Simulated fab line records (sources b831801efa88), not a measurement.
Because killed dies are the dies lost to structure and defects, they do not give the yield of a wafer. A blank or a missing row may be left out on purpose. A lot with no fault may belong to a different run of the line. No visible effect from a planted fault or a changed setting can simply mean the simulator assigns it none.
fab line records	flow sky130	part 1 of 2: steps 1 to 41 of 42
record lots=6	wafers=18	last_day=49
route steps=708 shown SD_P@327 RES_XHIGH@332 SD_N@342 SALICIDE@361 LI_CONTACT@362 PAD_OPEN@708
lots untouched by any fault: they come from a run of this same line in which no faults occurred
start_h: hours from the record's opening day to when the first of the lot's shown wafers began	wait_h: time in hours since the lot's previous step	" repeats the value in the row above	L1.1+2: a row that stands for several wafers	- no value present, or no start provided	* or withheld: withheld	< > ~ a bound
route shown NAME@n: names a module that has steps shown in the file, with the first one's number in the route	usual: average and standard deviation across the fault-free wafers	same: alike in all rows	chamber/n: place in a boat	sites: per-site readings	_std_site: their standard deviation	_edge_site: mean of outer sites minus mean of inner sites	radius_mm: how far each site lies from the wafer's centre	mask NAME#n: copy n	behind: the tool/chamber that last shaped the wafer	hold: why the lot was held/for how many hours/how that ended	device: the transistor (n, p or np) that didn't switch	end of line: the same wafers' tests at the end of the route	a step without rows: its recipe alone	killed: not the wafer's yield, but the dies lost to structure and defects at the first sort	map: a wafer's dies, x killed, . not, _ none there
set.NAME: setting as actually run; set.NAME@STEP: the setting as run at that earlier step	model.NAME: the simulator's own value behind a step, which no gauge read
certain route steps with their lots: each step a table, each wafer a row
services: the hour from which a tool's chamber was out of use, counted from the record's first day as start_h (under 0 if before that day), plus the number of hours and why
## steps
# step SKY_SD_P_CD_MEAS_07
# recipe target_cd_nm=380
# usual cd_nm=380.1/2.8
lot.wafer	tool	chamber	start_h	wait_h	cd_nm
L219.2	cd_sem-02	-	629.91	0.1	384.9
L219.4	"	-	"	"	381.8
L219.5	"	-	"	"	384.6
L220.1	cd_sem-01	-	643.82	0.1	382.6
L220.3	"	-	"	"	380.5
L220.5	"	-	"	"	380.8
L221.2	cd_sem-01	-	646.66	0.1	378.5
L221.3	"	-	"	"	380.1
L221.6	"	-	"	"	380.1
L225.4	cd_sem-02	-	681.60	0.1	381.1
L225.5	"	-	"	"	382.0
L225.6	"	-	"	"	380.3
L231.1	cd_sem-01	-	741.62	0.1	382.3
L231.2	"	-	"	"	381.2
L231.3	"	-	"	"	380.6
L233.1	cd_sem-02	-	746.69	0.1	375.6
L233.5	"	-	"	"	375.9
L233.6	"	-	"	"	379.0
# step SKY_SD_P_OVL_MEAS_08
# usual SD_P_OVL=0.7/1.4
lot.wafer	tool	chamber	start_h	wait_h	SD_P_OVL[nm]
L219.2	overlay-02	-	630.01	0.1	-1.0
L219.4	"	-	"	"	0.5
L219.5	"	-	"	"	-1.0
L220.1	overlay-02	-	643.94	0.1	1.6
L220.3	"	-	"	"	1.8
L220.5	"	-	"	"	2.9
L221.2	overlay-01	-	646.77	0.1	1.3
L221.3	"	-	"	"	0.5
L221.6	"	-	"	"	2.4
L225.4	overlay-02	-	681.67	0.1	1.8
L225.5	"	-	"	"	3.6
L225.6	"	-	"	"	-0.6
L231.1	overlay-02	-	741.74	0.1	-3.0
L231.2	"	-	"	"	0.7
L231.3	"	-	"	"	0.6
L233.1	overlay-02	-	746.81	0.1	1.5
L233.5	"	-	"	"	0.4
L233.6	"	-	"	"	1.6
# step SKY_SD_P_IMPLANT_09
# recipe species=BF2	energy_kev=20	dose_cm2=3e+15	tilt_deg=0
# step SKY_SD_P_STRIP_10
# recipe chemistry=O2/N2	power_w=1400	pressure_mtorr=1500	platen_temp_c=withheld	o2_flow_sccm=3000	n2_flow_sccm=300	overash_fraction=0.5
# usual drypump_motor_current_A=5.7/0.49	oes_product_au=0.617/0.0045	strip_time_to_endpoint_s=17.52/0.042
lot.wafer	tool	chamber	start_h	wait_h	drypump_motor_current_A	oes_product_au	rf_hours_counter_h	strip_time_to_endpoint_s
L219.2	plasma_asher-04	1	630.19	0.1	5.4	0.616	85	17.54
L219.4	"	0	"	"	5.0	0.631	-	17.52
L219.5	"	0	"	"	5.0	0.611	-	17.53
L220.1	plasma_asher-03	1	644.12	0.1	6.4	0.614	91	17.56
L220.3	"	0	"	"	6.1	0.612	-	17.58
L220.5	"	1	"	"	6.4	0.614	-	17.52
L221.2	plasma_asher-03	0	646.95	0.1	6.0	0.614	92	17.47
L221.3	"	0	"	"	6.1	0.629	-	17.48
L221.6	"	0	"	"	6.1	0.613	-	17.54
L225.4	plasma_asher-01	0	682.02	0.1	5.8	0.621	-	17.53
L225.5	"	0	"	"	5.8	0.617	-	17.47
L225.6	"	1	"	"	5.9	0.621	-	17.53
L231.1	plasma_asher-01	0	741.93	0.1	5.7	0.621	65	17.49
L231.2	"	1	"	"	5.9	0.616	65	17.47
L231.3	"	1	"	"	5.9	0.615	-	17.52
L233.1	plasma_asher-04	0	746.99	0.1	5.0	0.617	98	17.54
L233.5	"	0	"	"	5.0	0.621	-	17.51
L233.6	"	1	"	"	5.4	0.615	-	17.50
# step SKY_SD_P_TW_MEAS_11
# usual SD_P_TW=2825/34
lot.wafer	tool	chamber	start_h	wait_h	SD_P_TW
L219.2	film_metro-04	-	630.30	0.1	2843
L219.4	"	-	"	"	2822
L219.5	"	-	"	"	2835
L220.1	film_metro-01	-	644.22	0.1	2845
L220.3	"	-	"	"	2852
L220.5	"	-	"	"	2865
L221.2	film_metro-01	-	647.06	0.1	2844
L221.3	"	-	"	"	2867
L221.6	"	-	"	"	2852
L225.4	film_metro-01	-	682.12	0.1	2852
L225.5	"	-	"	"	2854
L225.6	"	-	"	"	2883
L231.1	film_metro-01	-	742.03	0.1	2866
L231.2	"	-	"	"	2849
L231.3	"	-	"	"	2847
L233.1	film_metro-02	-	747.09	0.1	2765
L233.5	"	-	"	"	2771
L233.6	"	-	"	"	2772
# step SKY_RES_XHIGH_DEHYDRATE_00
# recipe temp_c=200	time_s=60
# step SKY_RES_XHIGH_HMDS_01
# recipe prime_time_s=62.52	prime_temp_c=120
# step SKY_RES_XHIGH_COAT_02
# recipe resist=NOVOLAK	spin_rpm=3000	resist_thk_nm=1140
# step SKY_RES_XHIGH_SOFTBAKE_03
# recipe temp_c=90	time_s=60	resist=NOVOLAK
# step SKY_RES_XHIGH_EXPOSE_04
# recipe mask_id=URPM	na=0.6	source_shape=conventional	sigma_outer=0.6	polarization=unpolarized	target_cd_nm=1270	dose_mj=140
# step SKY_RES_XHIGH_PEB_05
# recipe temp_c=withheld	time_s=*	resist=NOVOLAK
# step SKY_RES_XHIGH_DEVELOP_06
# recipe resist=NOVOLAK	developer=TMAH	develop_time_s=60	dev_temp_c=23
# step SKY_RES_XHIGH_IMPLANT_07
# recipe species=BF2	energy_kev=20	dose_cm2=3.6e+14	tilt_deg=0
# usual tilt_deg=-0.001/0.015
lot.wafer	tool	chamber	start_h	wait_h	tilt_deg
L219.2	implanter-04	0	659.14	0.1	-0.018
L219.4	"	0	"	"	0.000
L219.5	"	0	"	"	0.011
L220.1	implanter-02	0	672.59	0.1	0.000
L220.3	"	0	"	"	-0.007
L220.5	"	0	"	"	-0.014
L221.2	implanter-02	0	675.39	0.1	-0.001
L221.3	"	0	"	"	-0.004
L221.6	"	0	"	"	-0.013
L225.4	implanter-03	0	709.57	0.1	-0.015
L225.5	"	0	"	"	-0.024
L225.6	"	0	"	"	0.000
L231.1	implanter-02	0	769.32	0.1	0.019
L231.2	"	0	"	"	0.026
L231.3	"	0	"	"	-0.008
L233.1	implanter-02	0	773.32	0.1	0.009
L233.5	"	0	"	"	0.003
L233.6	"	0	"	"	0.008
# step SKY_RES_XHIGH_STRIP_08
# recipe chemistry=O2/N2	power_w=1400	pressure_mtorr=1500	platen_temp_c=withheld	o2_flow_sccm=3000	n2_flow_sccm=300	overash_fraction=0.5
# usual drypump_motor_current_A=5.71/0.28	oes_product_au=0.711/0.0043	strip_time_to_endpoint_s=14.28/0.042
lot.wafer	tool	chamber	start_h	wait_h	drypump_motor_current_A	oes_product_au	rf_hours_counter_h	strip_time_to_endpoint_s
L219.2	plasma_asher-02	0	659.27	0.1	5.54	0.712	16	14.29
L219.4	"	1	"	"	5.56	0.706	-	14.25
L219.5	"	1	"	"	5.59	0.718	-	14.27
L220.1	plasma_asher-02	1	672.74	0.1	5.58	0.713	17	14.25
L220.3	"	0	"	"	5.54	0.714	-	14.31
L220.5	"	0	"	"	5.54	0.716	-	14.28
L221.2	plasma_asher-02	0	675.52	0.1	5.51	0.715	17	14.35
L221.3	"	1	"	"	5.62	0.714	-	14.33
L221.6	"	1	"	"	5.59	0.714	-	14.33
L225.4	plasma_asher-02	0	709.67	0.1	5.56	0.714	-	14.36
L225.5	"	0	"	"	5.55	0.713	-	14.32
L225.6	"	1	"	"	5.49	0.710	-	14.34
L231.1	plasma_asher-02	1	769.47	0.1	5.53	0.714	27	14.32
L231.2	"	0	"	"	5.56	0.711	27	14.33
L231.3	"	1	"	"	5.56	0.714	-	14.32
L233.1	plasma_asher-02	1	773.47	0.1	5.57	0.719	28	14.29
L233.5	"	1	"	"	5.58	0.710	-	14.31
L233.6	"	0	"	"	5.54	0.713	-	14.29
# step SKY_RES_XHIGH_TW_MEAS_09
# usual RES_XHIGH_TW=1634/20
lot.wafer	tool	chamber	start_h	wait_h	RES_XHIGH_TW
L219.2	film_metro-01	-	659.38	0.1	1647
L219.4	"	-	"	"	1646
L219.5	"	-	"	"	1645
L220.1	film_metro-01	-	672.84	0.1	1656
L220.3	"	-	"	"	1653
L220.5	"	-	"	"	1656
L221.2	film_metro-02	-	675.63	0.1	1616
L221.3	"	-	"	"	1622
L221.6	"	-	"	"	1608
L225.4	film_metro-04	-	709.77	0.1	1643
L225.5	"	-	"	"	1643
L225.6	"	-	"	"	1653
L231.1	film_metro-02	-	769.57	0.1	1609
L231.2	"	-	"	"	1607
L231.3	"	-	"	"	1621
L233.1	film_metro-02	-	773.57	0.1	1610
L233.5	"	-	"	"	1607
L233.6	"	-	"	"	1621
# step SKY_SD_N_DEHYDRATE_00
# recipe temp_c=200	time_s=60
# step SKY_SD_N_HMDS_01
# recipe prime_time_s=60	prime_temp_c=120
# step SKY_SD_N_COAT_02
# recipe resist=NOVOLAK	spin_rpm=3000	resist_thk_nm=1140
# step SKY_SD_N_SOFTBAKE_03
# recipe temp_c=89.54	time_s=60	resist=NOVOLAK
# step SKY_SD_N_EXPOSE_04
# recipe mask_id=NSDM	na=0.6	source_shape=conventional	sigma_outer=0.6	polarization=unpolarized	target_cd_nm=380	dose_mj=141
# step SKY_SD_N_PEB_05
# recipe temp_c=withheld	time_s=*	resist=NOVOLAK
# step SKY_SD_N_DEVELOP_06
# recipe resist=NOVOLAK	developer=TMAH	develop_time_s=60	dev_temp_c=23
# step SKY_SD_N_CD_MEAS_07
# recipe target_cd_nm=380
# usual cd_nm=380.8/2
lot.wafer	tool	chamber	start_h	wait_h	cd_nm
L219.2	cd_sem-02	-	686.71	0.1	380.0
L219.4	"	-	"	"	379.7
L219.5	"	-	"	"	380.3
L220.1	cd_sem-01	-	700.99	0.1	380.2
L220.3	"	-	"	"	377.1
L220.5	"	-	"	"	379.2
L221.2	cd_sem-01	-	703.71	0.1	384.7
L221.3	"	-	"	"	380.9
L221.6	"	-	"	"	383.5
L225.4	cd_sem-01	-	736.80	0.1	380.4
L225.5	"	-	"	"	381.6
L225.6	"	-	"	"	381.1
L231.1	cd_sem-01	-	796.09	0.1	381.7
L231.2	"	-	"	"	378.8
L231.3	"	-	"	"	381.6
L233.1	cd_sem-01	-	799.94	0.1	381.4
L233.5	"	-	"	"	382.8
L233.6	"	-	"	"	379.1
# step SKY_SD_N_OVL_MEAS_08
# usual SD_N_OVL=-0.1/1.7
lot.wafer	tool	chamber	start_h	wait_h	SD_N_OVL[nm]
L219.2	overlay-02	-	686.82	0.1	0.1
L219.4	"	-	"	"	-1.6
L219.5	"	-	"	"	0.8
L220.1	overlay-02	-	701.11	0.1	-0.6
L220.3	"	-	"	"	1.2
L220.5	"	-	"	"	0.8
L221.2	overlay-01	-	703.82	0.1	-0.2
L221.3	"	-	"	"	0.0
L221.6	"	-	"	"	-1.9
L225.4	overlay-01	-	736.88	0.1	1.8
L225.5	"	-	"	"	1.7
L225.6	"	-	"	"	3.7
L231.1	overlay-01	-	796.21	0.1	-0.7
L231.2	"	-	"	"	-0.8
L231.3	"	-	"	"	-0.5
L233.1	overlay-02	-	800.06	0.1	-0.1
L233.5	"	-	"	"	2.5
L233.6	"	-	"	"	-1.8
# step SKY_SD_N_IMPLANT_09
# recipe species=As	energy_kev=50	dose_cm2=4e+15	tilt_deg=0
# step SKY_SD_N_IMPLANT_10
# recipe species=P	energy_kev=20	dose_cm2=1e+14	tilt_deg=0
# step SKY_SD_N_STRIP_11
# recipe chemistry=O2/N2	power_w=1400	pressure_mtorr=1500	platen_temp_c=withheld	o2_flow_sccm=3000	n2_flow_sccm=300	overash_fraction=0.5
# usual drypump_motor_current_A=5.44/0.27	oes_product_au=0.528/0.0048	strip_time_to_endpoint_s=22.57/0.046
lot.wafer	tool	chamber	start_h	wait_h	drypump_motor_current_A	oes_product_au	rf_hours_counter_h	strip_time_to_endpoint_s
L219.2	plasma_asher-04	0	687.15	0.1	5.02	0.532	91	22.52
L219.4	"	0	"	"	4.99	0.528	-	22.50
L219.5	"	1	"	"	5.44	0.524	-	22.54
L220.1	plasma_asher-01	0	701.44	0.1	5.74	0.531	61	22.54
L220.3	"	1	"	"	5.86	0.527	-	22.58
L220.5	"	1	"	"	5.86	0.525	-	22.53
L221.2	plasma_asher-04	0	704.15	0.1	5.00	0.532	93	22.52
L221.3	"	1	"	"	5.42	0.536	-	22.57
L221.6	"	0	"	"	5.02	0.527	-	22.57
L225.4	plasma_asher-02	0	737.23	0.1	5.51	0.530	-	22.57
L225.5	"	0	"	"	5.52	0.522	-	22.55
L225.6	"	1	"	"	5.60	0.534	-	22.51
L231.1	plasma_asher-04	1	796.55	0.1	5.44	0.529	102	22.52
L231.2	"	0	"	"	4.98	0.532	102	22.54
L231.3	"	1	"	"	5.43	0.531	-	22.52
L233.1	plasma_asher-04	0	800.40	0.1	4.97	0.530	103	22.65
L233.5	"	1	"	"	5.42	0.526	-	22.62
L233.6	"	0	"	"	5.01	0.534	-	22.64
# step SKY_SD_N_TW_MEAS_12
# usual SD_N_TW=3975/55
lot.wafer	tool	chamber	start_h	wait_h	SD_N_TW
L219.2	film_metro-04	-	687.26	0.1	3982
L219.4	"	-	"	"	3997
L219.5	"	-	"	"	3998
L220.1	film_metro-04	-	701.54	0.1	3987
L220.3	"	-	"	"	4007
L220.5	"	-	"	"	4001
L221.2	film_metro-04	-	704.26	0.1	3999
L221.3	"	-	"	"	3952
L221.6	"	-	"	"	3981
L225.4	film_metro-01	-	737.33	0.1	4039
L225.5	"	-	"	"	4021
L225.6	"	-	"	"	4006
L231.1	film_metro-04	-	796.65	0.1	4018
L231.2	"	-	"	"	4022
L231.3	"	-	"	"	4040
L233.1	film_metro-02	-	800.50	0.1	3891
L233.5	"	-	"	"	3891
L233.6	"	-	"	"	3876
# step SKY_SD_N_CLEAN_13
# recipe chemistry=SC1/SC2	mix=1:4:20	temp_c=70	time_s=150	dry=n2_spin
# step SKY_SD_N_RTA_14
# recipe temp_c=1075	time_s=2	idle_temp_c=650	ramp_up_c_per_s=150	ramp_down_c_per_s=90	ambient=N2
# usual lamp_power_pct=15.74/0.044	wafer_temp_C_max=1078.0/1.3
lot.wafer	tool	chamber	start_h	wait_h	lamp_power_pct	wafer_temp_C_max
L219.2	rtp_anneal-02	0	687.37	0.0	15.73	1077.5
L219.4	"	0	"	"	15.69	1077.9
L219.5	"	0	"	"	15.71	1080.0
L220.1	rtp_anneal-01	0	701.65	0.0	15.72	1077.8
L220.3	"	0	"	"	15.72	1078.7
L220.5	"	0	"	"	15.74	1077.5
L221.2	rtp_anneal-02	0	704.37	0.0	15.73	1075.3
L221.3	"	0	"	"	15.73	1078.6
L221.6	"	0	"	"	15.68	1080.1
L225.4	rtp_anneal-02	0	737.44	0.0	15.78	1078.3
L225.5	"	0	"	"	15.80	1079.6
L225.6	"	0	"	"	15.74	1076.1
L231.1	rtp_anneal-01	0	796.76	0.0	15.84	1076.1
L231.2	"	0	"	"	15.73	1079.7
L231.3	"	0	"	"	15.71	1079.4
L233.1	rtp_anneal-02	0	800.61	0.0	15.73	1078.5
L233.5	"	0	"	"	15.71	1077.2
L233.6	"	0	"	"	15.73	1079.1
# step SKY_SD_N_RS_MEAS_16
# recipe thk_meas_gauge=four-point-probe
# usual SD_N_RS=68.56/0.1
lot.wafer	tool	chamber	start_h	wait_h	SD_N_RS[ohm/sq]
L219.2	film_metro-02	-	687.55	0.1	68.55
L219.4	"	-	"	"	68.58
L219.5	"	-	"	"	68.63
L220.1	film_metro-01	-	701.82	0.1	68.52
L220.3	"	-	"	"	68.60
L220.5	"	-	"	"	68.49
L221.2	film_metro-04	-	704.56	0.1	68.52
L221.3	"	-	"	"	68.60
L221.6	"	-	"	"	68.75
L225.4	film_metro-02	-	737.64	0.1	68.47
L225.5	"	-	"	"	68.61
L225.6	"	-	"	"	68.71
L231.1	film_metro-01	-	796.93	0.1	68.71
L231.2	"	-	"	"	68.53
L231.3	"	-	"	"	68.59
L233.1	film_metro-04	-	800.78	0.1	68.45
L233.5	"	-	"	"	68.46
L233.6	"	-	"	"	68.55
# step SKY_SD_N_RS_MEAS_17
# recipe thk_meas_gauge=four-point-probe
# usual SD_P_RS=147.0/0.33
lot.wafer	tool	chamber	start_h	wait_h	SD_P_RS[ohm/sq]
L219.2	film_metro-02	-	687.67	0.1	146.7
L219.4	"	-	"	"	146.9
L219.5	"	-	"	"	146.7
L220.1	film_metro-01	-	701.94	0.1	146.8
L220.3	"	-	"	"	147.2
L220.5	"	-	"	"	147.1
L221.2	film_metro-04	-	704.68	0.1	146.9
L221.3	"	-	"	"	146.9
L221.6	"	-	"	"	147.0
L225.4	film_metro-02	-	737.76	0.1	146.8
L225.5	"	-	"	"	147.0
L225.6	"	-	"	"	146.8
L231.1	film_metro-01	-	797.05	0.1	146.9
L231.2	"	-	"	"	146.8
L231.3	"	-	"	"	147.0
L233.1	film_metro-04	-	800.90	0.1	146.7
L233.5	"	-	"	"	146.8
L233.6	"	-	"	"	147.2
# step SKY_SD_N_RS_MEAS_18
# recipe thk_meas_gauge=four-point-probe
# usual RES_XHIGH_RS=333.4/1.3
lot.wafer	tool	chamber	start_h	wait_h	RES_XHIGH_RS[ohm/sq]
L219.2	film_metro-02	-	687.79	0.1	335.7
L219.4	"	-	"	"	335.1
L219.5	"	-	"	"	334.2
L220.1	film_metro-01	-	702.06	0.1	333.4
L220.3	"	-	"	"	331.5
L220.5	"	-	"	"	331.4
L221.2	film_metro-04	-	704.80	0.1	333.9
L221.3	"	-	"	"	334.2
L221.6	"	-	"	"	333.5
L225.4	film_metro-02	-	737.88	0.1	331.4
L225.5	"	-	"	"	331.4
L225.6	"	-	"	"	331.7
L231.1	film_metro-01	-	797.17	0.1	334.2
L231.2	"	-	"	"	333.3
L231.3	"	-	"	"	333.5
L233.1	film_metro-04	-	801.02	0.1	331.2
L233.5	"	-	"	"	332.2
L233.6	"	-	"	"	332.0
# step SKY_SALICIDE_CLEAN_00
# recipe chemistry=HF-last	time_s=30	dilution=100:1	dry=ipa_marangoni
# step SKY_LI_CONTACT_HDPCVD_00
# recipe material=PSG	target_thk_nm=930	sigma_open_frac=0.3	time_s=155	temp_c=600	sih4_flow_sccm=60	pressure_mtorr=6
# step SKY_LI_CONTACT_THK_MEAS_01
# recipe reads=PSG_of_LI_CONTACT_HDPCVD_00
# usual LI_CONTACT_HDPCVD_THK=928/9.6
lot.wafer	tool	chamber	start_h	wait_h	LI_CONTACT_HDPCVD_THK[nm]
L219.2	film_metro-01	-	688.02	0.1	928
L219.4	"	-	"	"	933
L219.5	"	-	"	"	922
L220.1	film_metro-04	-	702.30	0.1	936
L220.3	"	-	"	"	941
L220.5	"	-	"	"	915
L221.2	film_metro-02	-	705.03	0.1	914
L221.3	"	-	"	"	923
L221.6	"	-	"	"	927
L225.4	film_metro-04	-	738.09	0.0	922
L225.5	"	-	"	"	913
L225.6	"	-	"	"	917
L231.1	film_metro-01	-	797.41	0.1	935
L231.2	"	-	"	"	928
L231.3	"	-	"	"	925
L233.1	film_metro-04	-	801.26	0.1	937
L233.5	"	-	"	"	941
L233.6	"	-	"	"	934
# step SKY_LI_CONTACT_CMP_02
# recipe material=PSG	down_force_psi=4	platen_rpm=60	pad_velocity_m_s=0.94248
# usual edge_zone_pressure_frac=1.000/0.0052	motor_current_A=12.3/1.1	platen_rpm=60.00/0.04	time_to_endpoint_s=32.9/2.6
lot.wafer	tool	chamber	start_h	wait_h	edge_zone_pressure_frac	motor_current_A	platen_rpm	time_to_endpoint_s
L219.2	cmp-01	1	688.07	0.0	1.001	12.6	60.02	33.8
L219.4	"	0	"	"	1.006	10.0	59.97	32.2
L219.5	"	1	"	"	1.004	12.3	59.95	29.6
L220.3	cmp-01	0	702.36	0.0	1.005	10.6	60.06	34.0
L220.1	"	3	"	"	1.003	12.4	59.96	31.2
L220.5	"	1	"	"	0.989	11.9	60.02	28.7
L221.3	cmp-02	1	705.08	0.0	0.991	11.0	60.05	36.4
L221.2	"	0	"	"	0.995	13.9	60.03	33.1
L221.6	"	1	"	"	0.992	11.8	60.03	38.9
L225.4	cmp-02	0	738.17	0.1	0.999	14.3	60.00	29.2
L225.5	"	3	"	"	1.005	12.3	60.10	30.5
L225.6	"	0	"	"	0.994	14.5	59.94	31.0
L231.2	cmp-01	3	797.47	0.0	1.000	12.1	59.99	31.4
L231.1	"	1	"	"	0.997	12.0	60.03	28.6
L231.3	"	2	"	"	0.996	12.1	60.00	32.6
L233.1	cmp-01	2	801.47	0.2	0.995	12.8	60.01	32.7
L233.6	"	3	"	"	1.007	12.6	60.03	36.1
L233.5	"	0	"	"	1.009	10.6	59.97	35.5
# step SKY_LI_CONTACT_BOW_MEAS_03
# recipe mode=bow
# usual LI_CONTACT_BOW=55/6.2
lot.wafer	tool	chamber	start_h	wait_h	LI_CONTACT_BOW[um]
L219.2	film_metro-01	-	688.39	0.3	57
L219.4	"	-	"	"	43
L219.5	"	-	"	"	63
L220.1	film_metro-04	-	702.66	0.1	49
L220.3	"	-	"	"	57
L220.5	"	-	"	"	58
L221.2	film_metro-04	-	705.40	0.1	60
L221.3	"	-	"	"	63
L221.6	"	-	"	"	52
L225.4	film_metro-01	-	738.48	0.3	71
L225.5	"	-	"	"	62
L225.6	"	-	"	"	66
L231.1	film_metro-02	-	797.77	0.1	43
L231.2	"	-	"	"	58
L231.3	"	-	"	"	68
L233.1	film_metro-01	-	801.62	0.1	65
L233.5	"	-	"	"	65
L233.6	"	-	"	"	59
# step SKY_LI_CONTACT_DEHYDRATE_04
# recipe temp_c=200	time_s=60
# step SKY_LI_CONTACT_HMDS_05
# recipe prime_time_s=60	prime_temp_c=120
# step SKY_LI_CONTACT_COAT_06
# recipe resist=BARC	temp_c=withheld	time_s=withheld	spin_rpm=3000	resist_thk_nm=60
